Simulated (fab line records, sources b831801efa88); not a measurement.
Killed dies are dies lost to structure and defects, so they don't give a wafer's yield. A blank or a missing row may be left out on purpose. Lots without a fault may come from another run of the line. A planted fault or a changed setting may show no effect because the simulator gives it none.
A struck lot beside a sound one | flow gf180mcu | 28 steps out of a route of 602
Sound: wafers L873.2, L873.4, L873.6. Struck: wafers L880.2, L880.4, L880.6. The cause comes at the end.
At each step with rows: each side's tool, then ch and its chambers, then its first start. Under that, the readings that differ: sound wafers | struck wafers | difference of the means | sigmas: that difference in standard deviations of wafers without a fault.
alike: readings whose means differ by less than 2 such deviations, and words and numbers that are the same on both sides. not compared: withheld readings, readings that some wafer has no value for, bounds like >300 that may hide the same value, and numbers for which the record gives no deviation and whose values overlap.
The two part at a step that has a row with sigmas, a row that says differs or no value, or rows on one side only. Numbers that don't overlap but have no deviation are shown without sigmas and don't part them. A reading that every wafer of one side lacks parts them only if that side has two wafers or more.

first, 3 steps without rows for these wafers: GF_V5_STRIP_19 (strips in post etch residue remover, time 1200 s); GF_V5_CLEAN_20 (cleans in DIW); GF_V5_SPUTTER_21 (material Ti, target thk 15 nm, time 80.02 s).
GF_V5_SPUTTER_22: material TiN, target thk 10 nm, time 40 s.
  sound on pvd_sputter-01, day 30 10:08; struck on pvd_sputter-01, day 32 05:05
  alike: throttle_valve_pct
GF_V5_CVD_23: deposits W, target thk 350 nm, time 104.9 s.
  sound on cvd_w-02 ch 1, day 30 10:10; struck on cvd_w-02 ch 0,1, day 32 05:07
  alike: heater_power_outer_w, heater_power_w
GF_V5_RS_MEAS_24: measures by four-point-probe.
  sound on film_metro-03, day 30 10:19; struck on film_metro-03, day 32 05:16
  alike: V5_W_RS
GF_V5_THK_MEAS_25: measures by xrf.
  sound on film_metro-03, day 30 10:25; struck on film_metro-03, day 32 05:22
  alike: V5_W_THK
then, 1 step without rows for these wafers: GF_V5_CMP_26 (polishes, stops on SiO2, t overpolish 15 s, target thk 0 nm).
GF_TOP_METAL_SPUTTER_00: material Ti, target thk 37.5 nm, time 150 s.
  sound on pvd_sputter-01, day 30 10:56; struck on pvd_sputter-03, day 32 05:46
  alike: throttle_valve_pct
then, 1 step without rows for these wafers: GF_TOP_METAL_SPUTTER_01 (material TiN, target thk 30 nm, time 25 s).
GF_TOP_METAL_SPUTTER_02: material AlCu, target thk 900 nm, time 47.82 s.
  sound on pvd_sputter-01, day 30 11:04; struck on pvd_sputter-03, day 32 05:53
  alike: throttle_valve_pct
GF_TOP_METAL_SPUTTER_03: material Ti, target thk 5 nm, time 3.3 s.
  sound on pvd_sputter-01, day 30 11:07; struck on pvd_sputter-03, day 32 05:56
  alike: throttle_valve_pct
GF_TOP_METAL_SPUTTER_04: material TiN, target thk 25 nm, time 20.8 s.
  sound on pvd_sputter-01, day 30 11:08; struck on pvd_sputter-03, day 32 05:57
  reading                                       | sound            | struck            | difference | sigmas
  model.TiN_of_TOP_METAL_SPUTTER_04.thk_nm (nm) | 24.63 24.41 24.6 | 25.38 25.55 26.15 | +1.15      |
  alike: throttle_valve_pct
GF_TOP_METAL_RS_MEAS_05: measures by four-point-probe.
  sound on film_metro-03, day 30 11:11; struck on film_metro-03, day 32 06:00
  alike: TOP_METAL_ALCU_RS
GF_TOP_METAL_THK_MEAS_06: measures by xrf.
  sound on film_metro-03, day 30 11:17; struck on film_metro-03, day 32 06:07
  alike: TOP_METAL_ALCU_THK
then, 7 steps without rows for these wafers: GF_TOP_METAL_DEHYDRATE_07 (time 60 s); GF_TOP_METAL_HMDS_08 (prime time 60 s); GF_TOP_METAL_COAT_09 (resist thk 1500 nm); GF_TOP_METAL_SOFTBAKE_10 (time 60 s); GF_TOP_METAL_EXPOSE_11 (exposes mask MetalTop, target cd 440 nm); GF_TOP_METAL_PEB_12; GF_TOP_METAL_DEVELOP_13 (develop time 60 s).
GF_TOP_METAL_CD_MEAS_14: target cd 440 nm.
  sound on cd_sem-02, day 31 05:06; struck on cd_sem-02, day 32 22:09
  alike: cd_nm
GF_TOP_METAL_OVL_MEAS_15:
  sound on overlay-02, day 31 05:13; struck on overlay-01, day 32 22:16
  alike: TOP_METAL_OVL
then, 2 steps without rows for these wafers: GF_TOP_METAL_METAL_ETCH_16 (etches the open film in Cl2/BCl3, stops on SiO2, target depth 1197 nm, time 199.5 s); GF_TOP_METAL_STRIP_17 (strips in O2/N2).
GF_TOP_METAL_STRIP_18: strips in post etch residue remover, time 1200 s.
  sound on wet_bench-01 ch 1, day 31 05:32; struck on wet_bench-04 ch 0, day 32 22:35
  reading                                       | sound             | struck            | difference | sigmas
  model.TiN_of_TOP_METAL_SPUTTER_04.thk_nm (nm) | 24.21 23.99 24.18 | 24.96 25.13 25.73 | +1.15      |
then, 1 step without rows for these wafers: GF_TOP_METAL_CLEAN_19 (cleans in DIW).

WHERE THEY PART
Nowhere in this record.

WHY: what the simulator had put in
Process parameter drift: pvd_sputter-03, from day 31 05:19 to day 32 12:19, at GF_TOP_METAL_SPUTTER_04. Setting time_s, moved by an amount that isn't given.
